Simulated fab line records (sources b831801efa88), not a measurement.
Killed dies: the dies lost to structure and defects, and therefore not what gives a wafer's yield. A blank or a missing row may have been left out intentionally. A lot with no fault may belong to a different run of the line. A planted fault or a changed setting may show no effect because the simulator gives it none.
Matching of chambers ; flow sky130 ; 4 sister chambers for SKY_METAL3_ETCH_17 on rie diel-02
The step etches SiO2 in C4F8/O2/Ar, stops on TiN, time 3.9 s, target depth 15 nm. 8 wafers are shown with their chamber, then 7 later ones without.

== WAFERS PAIRED WITH THEIR CHAMBERS ==
wafer;chamber;oes product au (a.u.)
L658.4;3;0.765
L661.2;0;0.759
L662.5;1;0.758
L662.6;0;0.756
L663.1;1;0.748
L663.4;2;0.755
L665.1;3;0.768
L665.2;2;0.759

== WAFERS MISSING THEIR CHAMBER ==
wafer;oes product au (a.u.)
L665.3;0.768
L666.1;0.735
L666.3;0.754
L666.5;0.752
L676.4;0.761
L676.5;0.757
L676.6;0.764

== EACH ONE'S CHAMBER ==
wafer;from the rows above;in truth
L665.3;3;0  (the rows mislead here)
L666.1;can't be placed: 1 or 2 or 0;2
L666.3;can't be placed: 1 or 2 or 0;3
L666.5;can't be placed: 1 or 2 or 0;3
L676.4;can't be placed: 0 or 2 or 3 or 1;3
L676.5;can't be placed: 2 or 0 or 1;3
L676.6;can't be placed: 3 or 0 or 2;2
Correct placement for 0 of the 7. Unplaceable from these rows: 6, with the true chamber sitting among the candidates in 3. Number placed wrongly: 1.
How it was worked out, from the rows above alone: a wafer's distance from a chamber is the root of the sum, over the readings, of the square of ((its reading less the chamber's mean) divided by the reading's scatter). The wafer belongs to the nearest chamber; if the next one is less than 2 further off, it can't be placed. Each chamber's mean is taken over the wafers shown for it. How the scatter is found: for the shown wafers, subtract from each reading the mean of its chamber, square and add these, divide the total by (wafers less chambers), then take the root.
